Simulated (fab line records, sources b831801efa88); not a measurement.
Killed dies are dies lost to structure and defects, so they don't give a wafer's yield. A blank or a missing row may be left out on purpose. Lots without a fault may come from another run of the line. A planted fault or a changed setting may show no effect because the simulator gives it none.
Which tool did it? | flow sky130 | 12 lots, 36 wafers sampled, at 5 steps of a route of 708

WHAT THE GAUGES READ, wafer by wafer
SKY_PWDE_TW_MEAS_10. Usual: PWDE_TW 374, standard deviation 4.6.
lot  | measured    | on            | PWDE_TW     | flag
L183 | day 3 21:53 | film_metro-04 | 376 376 376 |
L184 | day 4 03:20 | film_metro-04 | 379 379 377 |
L185 | day 4 06:05 | film_metro-04 | 377 378 378 |
L186 | day 4 11:26 | film_metro-04 | 376 377 377 |
L188 | day 4 23:38 | film_metro-03 | 371 373 373 |
L191 | day 5 19:35 | film_metro-01 | 367 367 366 |
L192 | day 6 02:14 | film_metro-01 | 370 370 368 |
L193 | day 6 02:34 | film_metro-03 | 373 373 373 |
L194 | day 6 23:02 | film_metro-01 | 369 367 367 |
L197 | day 7 13:41 | film_metro-04 | 376 377 377 |
L200 | day 8 00:56 | film_metro-01 | 369 369 369 |
L204 | day 8 17:47 | film_metro-04 | 377 379 378 |

SKY_NWELL_TW_MEAS_26. Usual: NWELL_2_TW 496, standard deviation 5.6.
lot  | measured     | on            | NWELL_2_TW  | flag
L183 | day 5 08:50  | film_metro-03 | 495 497 494 |
L184 | day 5 14:14  | film_metro-04 | 499 497 497 |
L185 | day 5 16:57  | film_metro-04 | 497 494 500 |
L186 | day 5 22:23  | film_metro-03 | 497 495 495 |
L188 | day 6 10:10  | film_metro-03 | 493 494 493 |
L191 | day 7 09:04  | film_metro-01 | 602 604 603 | OFF
L192 | day 7 17:46  | film_metro-04 | 503 500 502 |
L193 | day 7 18:19  | film_metro-04 | 626 627 624 | OFF
L194 | day 8 15:32  | film_metro-04 | 502 502 501 |
L197 | day 9 09:02  | film_metro-03 | 494 494 492 |
L200 | day 9 20:05  | film_metro-03 | 495 493 495 |
L204 | day 10 14:38 | film_metro-03 | 494 493 493 |

WHICH TOOL RAN EACH LOT (tool, then ch and the chambers of the sampled wafers, then the start)
lot  | SKY_FIELD_ISO_STRIP_16              | SKY_NWELL_IMPLANT_24            | SKY_NWELL_STRIP_25
L183 | plasma_asher-03 ch 0,1, day 2 05:31 | implanter-02 ch 0, day 5 08:35  | plasma_asher-04 ch 0,1, day 5 08:44
L184 | plasma_asher-03 ch 0,1, day 2 11:22 | implanter-02 ch 0, day 5 14:00  | plasma_asher-04 ch 0,1, day 5 14:08
L185 | plasma_asher-01 ch 0,1, day 2 15:15 | implanter-01 ch 0, day 5 16:42  | plasma_asher-03 ch 0,1, day 5 16:51
L186 | plasma_asher-03 ch 0,1, day 2 19:42 | implanter-02 ch 0, day 5 22:08  | plasma_asher-02 ch 0,1, day 5 22:17
L188 | plasma_asher-03 ch 0,1, day 3 07:40 | implanter-04 ch 0, day 6 09:56  | plasma_asher-03 ch 1, day 6 10:04
L191 | plasma_asher-03 ch 0,1, day 3 22:28 | implanter-04 ch 0, day 7 08:25  | plasma_asher-02 ch 0,1, day 7 08:53
L192 | plasma_asher-01 ch 0,1, day 4 05:16 | implanter-01 ch 0, day 7 17:31  | plasma_asher-03 ch 0,1, day 7 17:40
L193 | plasma_asher-02 ch 0,1, day 4 08:30 | implanter-04 ch 0, day 7 17:48  | plasma_asher-04 ch 0,1, day 7 18:14
L194 | plasma_asher-03 ch 0,1, day 4 16:34 | implanter-04 ch 0, day 8 15:17  | plasma_asher-02 ch 0,1, day 8 15:26
L197 | plasma_asher-03 ch 0,1, day 5 07:09 | implanter-01 ch 0, day 9 08:48  | plasma_asher-03 ch 0,1, day 9 08:56
L200 | plasma_asher-03 ch 1, day 6 02:19   | implanter-04 ch 0, day 9 19:50  | plasma_asher-02 ch 1, day 9 19:59
L204 | plasma_asher-02 ch 0,1, day 6 18:15 | implanter-02 ch 0, day 10 14:24 | plasma_asher-02 ch 0,1, day 10 14:32
- SKY_FIELD_ISO_STRIP_16: strips in O2/N2.
- SKY_NWELL_IMPLANT_24
- SKY_NWELL_STRIP_25: strips in O2/N2.

WHAT THE TOOLS THEMSELVES READ (means of the sampled wafers that have a number; where no wafer has one, the mark that the record gives instead)
SKY_FIELD_ISO_STRIP_16. Usual: drypump_motor_current_A 5.73 A, standard deviation 0.22; oes_product_au 0.379 a.u., standard deviation 0.0046; strip_time_to_endpoint_s 3.57 s, standard deviation 0.038.
lot  | tool            | drypump_motor_current_A (A) | oes_product_au (a.u.) | strip_time_to_endpoint_s (s) | flag
L183 | plasma_asher-03 | 5.94                        | 0.373                 | 3.55                         |
L184 | plasma_asher-03 | 5.93                        | 0.383                 | 3.60                         |
L185 | plasma_asher-01 | 5.44                        | 0.381                 | 3.59                         |
L186 | plasma_asher-03 | 5.95                        | 0.379                 | 3.55                         |
L188 | plasma_asher-03 | 5.96                        | 0.382                 | 3.50                         |
L191 | plasma_asher-03 | 5.94                        | 0.376                 | 3.56                         |
L192 | plasma_asher-01 | 5.46                        | 0.373                 | 3.53                         |
L193 | plasma_asher-02 | 5.57                        | 0.380                 | 3.60                         |
L194 | plasma_asher-03 | 5.97                        | 0.381                 | 3.58                         |
L197 | plasma_asher-03 | 5.93                        | 0.382                 | 3.54                         |
L200 | plasma_asher-03 | 5.94                        | 0.375                 | 3.54                         |
L204 | plasma_asher-02 | 5.52                        | 0.379                 | 3.60                         |

SKY_NWELL_IMPLANT_24. Usual: faraday_current_uA 51.8, standard deviation 0.96.
lot  | tool         | faraday_current_uA | flag
L183 | implanter-02 | 50.9               |
L184 | implanter-02 | 51.5               |
L185 | implanter-01 | 52.0               |
L186 | implanter-02 | 50.5               |
L188 | implanter-04 | 51.4               |
L191 | implanter-04 | 52.4               |
L192 | implanter-01 | 51.9               |
L193 | implanter-04 | 50.8               |
L194 | implanter-04 | 51.2               |
L197 | implanter-01 | 52.5               |
L200 | implanter-04 | 52.7               |
L204 | implanter-02 | 51.7               |

SKY_NWELL_STRIP_25. Usual: drypump_motor_current_A 5.6 A, standard deviation 0.33; oes_product_au 0.722 a.u., standard deviation 0.0047; strip_time_to_endpoint_s 36.96 s, standard deviation 0.12.
lot  | tool            | drypump_motor_current_A (A) | oes_product_au (a.u.) | strip_time_to_endpoint_s (s) | flag
L183 | plasma_asher-04 | 5.2                         | 0.719                 | 37.00                        |
L184 | plasma_asher-04 | 5.2                         | 0.717                 | 37.02                        |
L185 | plasma_asher-03 | 5.9                         | 0.722                 | 36.74                        |
L186 | plasma_asher-02 | 5.6                         | 0.727                 | 36.88                        |
L188 | plasma_asher-03 | 5.9                         | 0.719                 | 36.77                        |
L191 | plasma_asher-02 | 5.6                         | 0.719                 | 36.91                        |
L192 | plasma_asher-03 | 5.9                         | 0.722                 | 36.90                        |
L193 | plasma_asher-04 | 5.1                         | 0.722                 | 36.86                        |
L194 | plasma_asher-02 | 5.5                         | 0.723                 | 37.07                        |
L197 | plasma_asher-03 | 5.9                         | 0.727                 | 37.05                        |
L200 | plasma_asher-02 | 5.5                         | 0.725                 | 36.93                        |
L204 | plasma_asher-02 | 5.5                         | 0.721                 | 36.94                        |

THE ANSWER, worked out from the rows above alone
Rule: a lot is off if the mean of its wafers that have a number lies more than 3 standard deviations from the usual mean. A lot without any number at a reading at which 4 lots or more have one is off too. The other lots that the step has rows for count as sound. The gauges are gone through in route order, then the tools' own readings, and for those a lot's mean is taken as printed above. The first step at which some lot is off is used, and at that step the reading that is off furthest; a lot without a number counts as furthest.
Off: L191, L193, at SKY_NWELL_TW_MEAS_26 (NWELL_2_TW).
A tool fits if, at a process step before that reading, it ran every lot that is off, and no sound lot after the first of them. The gauges at SKY_NWELL_TW_MEAS_26 are tried like those tools. None of those tried fits.

WHAT THE SIMULATOR HAD PUT IN
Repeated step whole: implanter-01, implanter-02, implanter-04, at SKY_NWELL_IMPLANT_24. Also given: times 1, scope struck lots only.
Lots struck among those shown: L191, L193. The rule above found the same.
